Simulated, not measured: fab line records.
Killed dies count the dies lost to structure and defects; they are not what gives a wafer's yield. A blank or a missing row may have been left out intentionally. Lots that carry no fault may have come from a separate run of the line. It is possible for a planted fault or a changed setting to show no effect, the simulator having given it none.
One fault through the eyes of 2 desks | flow gf180mcu | numbers are kept per desk, each desk with only its own; the story behind them comes last

== FROM THE METROLOGY DESK ==
Means of the sampled wafers that have a number, per lot and without regard to the tool the lot ran on: this is what the gauges read. Any lot whose mean is over 4 standard deviations away from the usual mean is out of limits and marked OUT; that distance is given in the brackets.
Columns: A = cd nm at GF_M4_CD_MEAS_14, usual 280.0 nm; B = V4_W_RS at GF_V4_RS_MEAS_24, usual 0.326 ohm/sq; C = MIM_ALCU_RS at GF_MIM_RS_MEAS_10, usual 0.1596 ohm/sq; D = MIM_ALCU_THK at GF_MIM_THK_MEAS_11, usual 198.9 nm
lot  | first seen here | A     | B     | C      | D
L566 | day 22 15:43    | 278.9 | 0.319 | 0.1608 | 196.9
L568 | day 23 16:27    | 279.8 | 0.331 | 0.1591 | 198.3
L570 | day 23 23:29    | 279.8 | 0.331 | 0.1606 | 197.3
L572 | day 26 18:29    | 279.3 | 0.329 | 0.1584 | 199.4
L577 | day 27 04:59    | 279.2 | 0.320 | 0.1609 | 198.0
L578 | day 27 06:17    | 280.6 | 0.328 | 0.1603 | 199.7
L580 | day 28 11:16    | 281.8 | 0.333 | 0.1585 | 200.1
L582 | day 28 17:50    | 278.4 | 0.320 | 0.1594 | 198.4
L586 | day 30 01:28    | 280.9 | 0.327 | 0.1563 | 202.9
L585 | day 30 02:21    | 280.8 | 0.322 | 0.1606 | 197.6
This desk's finding: nothing out of limits on any of the 10 lots.

== FOR THE TOOL OWNER'S DESK: pvd sputter-02 ==
The tool's own readings at GF_MIM_SPUTTER_08 (material AlCu, target thk 200 nm, time 10.6 s): means of the sampled wafers that have a number, for each lot that ran on this tool. Any lot whose mean is over 4 standard deviations away from the usual mean is out of limits and marked OUT; that distance is given in the brackets.
Columns: A = cathode dc power W at GF_MIM_SPUTTER_08, usual 10600 W; B = throttle valve pct at GF_MIM_SPUTTER_08, usual 29.9 %
lot  | first seen here | A     | B
L566 | day 23 17:39    | 10600 | 29.6
L568 | day 24 17:46    | 10600 | 30.3
L580 | day 29 09:22    | 10601 | 29.6
L586 | day 30 22:28    | 10601 | 29.7
This desk's finding: nothing out of limits on any of the 4 lots.

== PUT TOGETHER ==
From the metrology desk's view, nothing was out of limits.
Nothing out of limits was seen by the tool owner's desk.

== WHAT THE SIMULATOR HAD PUT IN ==
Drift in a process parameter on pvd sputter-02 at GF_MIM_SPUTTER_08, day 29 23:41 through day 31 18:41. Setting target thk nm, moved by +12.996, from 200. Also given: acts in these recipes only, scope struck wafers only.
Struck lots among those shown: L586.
